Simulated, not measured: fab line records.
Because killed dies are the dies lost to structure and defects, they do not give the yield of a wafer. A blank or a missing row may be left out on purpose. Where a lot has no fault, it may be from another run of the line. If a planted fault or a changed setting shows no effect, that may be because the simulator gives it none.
Which tool is to blame?	flow sky130	Sampling: 24 lots, 72 wafers, 3 of 708 route steps

== WHAT EACH GAUGE READ, for each wafer ==
SKY_LI_CONTACT_OVL_MEAS_13.
lot	measured	on	LI_CONTACT_OVL (nm)
L075	day 30 22:14	overlay-02	-5 -5 -9
L078	day 30 23:17	overlay-02	2 5 -1
L076	day 31 04:01	overlay-01	1 -2 -4
L074	day 31 04:37	overlay-01	-15 -12 -15
L077	day 31 08:25	overlay-02	-8 -5 -1
L080	day 31 16:47	overlay-02	-3 -3 -9
L079	day 31 17:14	overlay-01	-5 -13 -2
L081	day 31 21:29	overlay-02	0 2 -4
L082	day 32 06:32	overlay-01	-1 -1 -1
L083	day 32 18:08	overlay-02	3 -4 1
L084	day 33 01:44	overlay-01	4 3 6
L085	day 33 03:10	overlay-01	-7 -2 -3
L086	day 33 13:47	overlay-01	-1 -1 -1
L087	day 33 18:34	overlay-02	-7 -3 -2
L088	day 33 23:43	overlay-02	-6 -5 -5
L089	day 34 10:00	overlay-02	-3 -9 -10
L090	day 34 19:52	overlay-01	1 -2 -5
L091	day 35 00:31	overlay-02	1 -1 -1
L092	day 35 08:58	overlay-02	0 5 4
L093	day 35 15:49	overlay-02	0 3 4
L094	day 36 03:50	overlay-02	-8 -9 -10
L095	day 36 09:17	overlay-01	0 4 2
L096	day 36 11:01	overlay-01	-7 -11 -11
L097	day 36 20:07	overlay-01	-4 -3 -6

SKY_LOCAL_INTERCONNECT_RS_MEAS_01: measures by four-point-probe.
lot	measured	on	LOCAL_INTERCONNECT_TIN_RS (ohm/sq)
L075	day 30 23:32	film_metro-02	14.23 13.99 14.14
L078	day 31 00:33	film_metro-02	13.80 13.76 13.90
L076	day 31 05:17	film_metro-04	14.10 14.22 14.17
L074	day 31 05:54	film_metro-04	13.86 13.99 14.02
L077	day 31 09:43	film_metro-02	14.30 14.39 14.20
L080	day 31 18:07	film_metro-04	14.01 14.07 14.12
L079	day 31 18:44	film_metro-02	13.90 14.18 13.88
L081	day 31 22:48	film_metro-02	14.12 14.21 14.31
L082	day 32 07:52	film_metro-04	14.16 14.30 14.08
L083	day 32 19:26	film_metro-03	13.91 14.00 13.90
L084	day 33 03:17	film_metro-02	14.20 14.15 14.13
L085	day 33 04:37	film_metro-02	14.13 14.16 14.05
L086	day 33 15:03	film_metro-02	14.19 14.10 14.10
L087	day 33 19:52	film_metro-03	14.17 14.23 14.11
L088	day 34 00:59	film_metro-03	14.22 14.21 14.21
L089	day 34 11:16	film_metro-03	14.08 14.15 14.06
L090	day 34 21:10	film_metro-04	14.30 14.27 14.35
L091	day 35 01:49	film_metro-04	14.24 14.10 14.15
L092	day 35 10:16	film_metro-04	14.24 14.08 14.21
L093	day 35 17:12	film_metro-03	14.29 14.28 14.26
L094	day 36 05:07	film_metro-04	14.25 14.19 14.29
L095	day 36 10:37	film_metro-04	14.19 14.22 14.19
L096	day 36 12:18	film_metro-04	14.30 14.27 14.06
L097	day 36 21:25	film_metro-02	14.31 14.34 14.41

SKY_CONTACT_THK_MEAS_03.
lot	measured	on	CONTACT_HDPCVD_THK (nm)
L075	day 32 03:59	film_metro-01	568 565 572
L078	day 32 05:09	film_metro-04	569 563 569
L076	day 32 10:03	film_metro-01	567 562 557
L074	day 32 10:17	film_metro-01	570 570 571
L077	day 32 13:43	film_metro-01	558 557 553
L080	day 32 21:47	film_metro-03	560 561 564
L079	day 32 22:38	film_metro-01	559 563 570
L081	day 33 02:36	film_metro-01	564 557 563
L082	day 33 11:22	film_metro-03	575 567 579
L083	day 33 22:56	film_metro-01	553 556 562
L084	day 34 06:43	film_metro-01	574 564 572
L085	day 34 07:47	film_metro-04	570 563 569
L086	day 34 18:56	film_metro-03	574 572 561
L087	day 34 23:41	film_metro-03	581 569 570
L088	day 35 05:40	film_metro-01	566 571 575
L089	day 35 14:17	film_metro-03	556 569 561
L090	day 36 00:11	film_metro-03	554 566 560
L091	day 36 04:58	film_metro-01	562 562 567
L092	day 36 12:37	film_metro-01	572 568 571
L093	day 36 20:11	film_metro-01	570 571 559
L094	day 37 08:47	film_metro-01	562 568 569
L095	day 37 13:42	film_metro-01	576 570 578
L096	day 37 15:38	film_metro-04	563 565 566
L097	day 38 00:30	film_metro-01	571 568 567

== EACH LOT AND THE TOOL THAT RAN IT (in order: tool; ch and the chambers of the sampled wafers; start) ==
The record shows no process step preceding these readings.

== AS READ BY THE TOOLS THEMSELVES (means over the sampled wafers that have a number; for cases with no such wafer, the mark the record gives instead) ==
The record holds no such reading with a usual standard deviation.

== THE ANSWER, worked out from the rows above alone ==
Rule: the usual values come from the lots themselves. The widest of any qualifying gaps counts: lots, ordered by their means at a reading, are off when they make up no more than a third of the lots, leave a main group of 4 or more, and stand apart from it by 3 or more times the standard deviation of that group's means. A main group whose means are all the same, to the digits that the tables above print for the reading, isn't used. A lot without any number at a reading at which 4 lots or more have one is off too. The other lots that the step has rows for count as sound. After the gauges, taken in route order, come the tools' own readings; for these a lot's mean is taken, as printed above. The first step at which some lot is off is used, and at that step the reading that is off furthest; a lot without a number counts as furthest.
Across all readings shown, no lot is off: no conclusion can be drawn from this.

== WHAT THE SIMULATOR HAD PUT IN ==
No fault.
